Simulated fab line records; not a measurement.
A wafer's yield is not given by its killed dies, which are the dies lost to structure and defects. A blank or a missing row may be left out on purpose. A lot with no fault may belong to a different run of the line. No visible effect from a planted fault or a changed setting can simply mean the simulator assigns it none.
Which tool is to blame?    flow gf180mcu    7 lots, 21 wafers sampled, at 2 steps of a route of 602

== WHAT THE GAUGES READ, wafer by wafer ==
GF_MVPSD_TW_MEAS_11.
lot   measured      on            MVPSD_TW
L436  day 5 08:29   filmMetro-03  557 556 557
L439  day 6 03:49   filmMetro-03  562 560 561
L442  day 6 17:11   filmMetro-03  561 562 563
L454  day 10 01:40  filmMetro-01  557 558 559
L456  day 10 04:48  filmMetro-01  557 559 560
L458  day 10 21:05  filmMetro-03  557 555 559

== TOOL THAT RAN EACH LOT (tool first, then ch and the chambers of the sampled wafers, then the start) ==
lot   GF_STI_CMP_25
L436  cmp-01 ch 0,1,3, day 2 10:26
L439  cmp-02 ch 0,2,3, day 3 02:16
L442  cmp-01 ch 1,2,3, day 3 16:12
L451  cmp-01 ch 0,1, day 5 18:32
L454  cmp-01 ch 0,3, day 6 10:02
L456  cmp-01 ch 0,1,3, day 6 16:04
L458  cmp-01 ch 0,1,3, day 7 02:30
- GF_STI_CMP_25: polishes, stops on Si3N4, t overpolish 33 s, target thk 524.6 nm.

== THE ANSWER, worked out from the rows above alone ==
Rule: usual is defined by the lots themselves. The widest of any qualifying gaps counts: lots, ordered by their means at a reading, are off when they make up no more than a third of the lots, leave a main group of 4 or more, and stand apart from it by 3 or more times the standard deviation of that group's means. A main group whose means are all the same, to the digits that the tables above print for the reading, isn't used. Also off: a lot with no number at a reading for which 4 or more lots have one. All remaining lots with rows at the step are treated as sound.
No lot is off on any of the readings shown, so nothing can be concluded from this.

== WHAT THE SIMULATOR HAD INSERTED ==
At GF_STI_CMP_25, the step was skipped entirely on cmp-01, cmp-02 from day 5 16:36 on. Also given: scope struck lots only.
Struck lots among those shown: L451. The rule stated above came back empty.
